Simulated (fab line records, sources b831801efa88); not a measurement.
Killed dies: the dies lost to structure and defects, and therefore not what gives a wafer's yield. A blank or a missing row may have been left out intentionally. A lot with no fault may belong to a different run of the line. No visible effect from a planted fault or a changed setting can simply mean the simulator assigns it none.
Problem report in the 8D (eight disciplines) form, filled by code :: flow gf180mcu :: the parts of the form that need people (team, actions taken, sign-off) are left out

## 1. WHAT WENT WRONG
At GF_STI_ETCH_13, oesProductAu averages 0.769 a.u. over 6 wafers from 2 lots, while fault-free wafers read 0.833 a.u., standard deviation 0.0058. Relative to the usual mean, that is a shift of -11 standard deviations.
The step: etches the open film in CHF3/O2, stops on Si, target depth 282.31 nm, time 112.9 s.
First observed at day 5 23:42: wafer L459.1, on rieDiel-03. The record holds 36 wafers of 12 lots with a number at this step. Rule for "out" (also "out of limits"): further than 4 standard deviations from the usual mean. The rest of the wafers with a number are treated as sound.

## 2. WHAT IT IS, WHAT IT ISN'T
question: which readings at this step
is: oesProductAu
is not: drypumpMotorCurrentA

question: which lots
is: L459, L462
is not: L441, L443, L445, L449, L451, L452, L454, L458, L463, L464

question: which wafers of those lots
is: all that have a number
is not: -

question: read on which tools
is: rieDiel-03
is not: rieDiel-01, rieDiel-04

question: when
is: from day 5 23:42
is not: up to then (24 sound wafers); but 6 sound wafers of L463, L464 came after

## 3. WHAT RULES OUT EACH SUSPECT
Counting: a tool at a process step up to the reading stays a suspect if it ran every lot that is out and no sound lot after the first of them.
- rieDiel-03 at GF_STI_ETCH_13 (etches the open film in CHF3/O2, stops on Si, target depth 282.31 nm, time 112.9 s): kept. It ran every lot that is out, first L459 (day 5 23:42), and no sound lot after that; its last sound lot up to then is L452 (day 4 09:59). Out on those wafers are its own readings of oesProductAu.
After counting, what remains is rieDiel-03 at GF_STI_ETCH_13.

## 4. THE CAUSE (what the simulator had put in)
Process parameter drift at GF_STI_ETCH_13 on rieDiel-03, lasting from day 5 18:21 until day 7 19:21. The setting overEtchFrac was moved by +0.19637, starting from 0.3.
This tool alone remained once counting was done.

## 5. THE CHAIN OF EFFECTS, in route order
Each row: a reading where the mean over the struck wafers with a number is more than 3 standard deviations away from the usual. Readings are gone through only where the record gives a usual standard deviation; hours: the median, over the lots, of the time from a lot's start at the first step in this table giving one to that lot's start at this step; sigmas: the change measured in usual standard deviations.
hours: 0
step: GF_STI_ETCH_13
reading: oesProductAu
usual: 0.833 a.u.
on struck wafers: 0.769
change: -0.064
sigmas: -11

hours: 0
step: GF_STI_STRIP_15
reading: oesProductAu
usual: 0.385 a.u.
on struck wafers: 0.368
change: -0.017
sigmas: -3.2

hours: 0
step: GF_STI_STRIP_15
reading: stripTimeToEndpointS
usual: 3.74 s
on struck wafers: 3.36
change: -0.38
sigmas: -9.0
Process steps it contains:
- GF_STI_ETCH_13: etches the open film in CHF3/O2, stops on Si, target depth 282.31 nm, time 112.9 s.
- GF_STI_STRIP_15: strips in O2/N2.
At these later measuring or inspecting steps, every struck wafer for which the step has a row has a number for every such reading, and none has moved that far: GF_SALICIDE_THK_MEAS_05, GF_CONTACT_THK_MEAS_01.

## 6. WHAT WOULD HAVE CAUGHT IT SOONER
First out-of-limits reading in this record: day 5 23:42, which is 5 hours after fault onset at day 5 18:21.
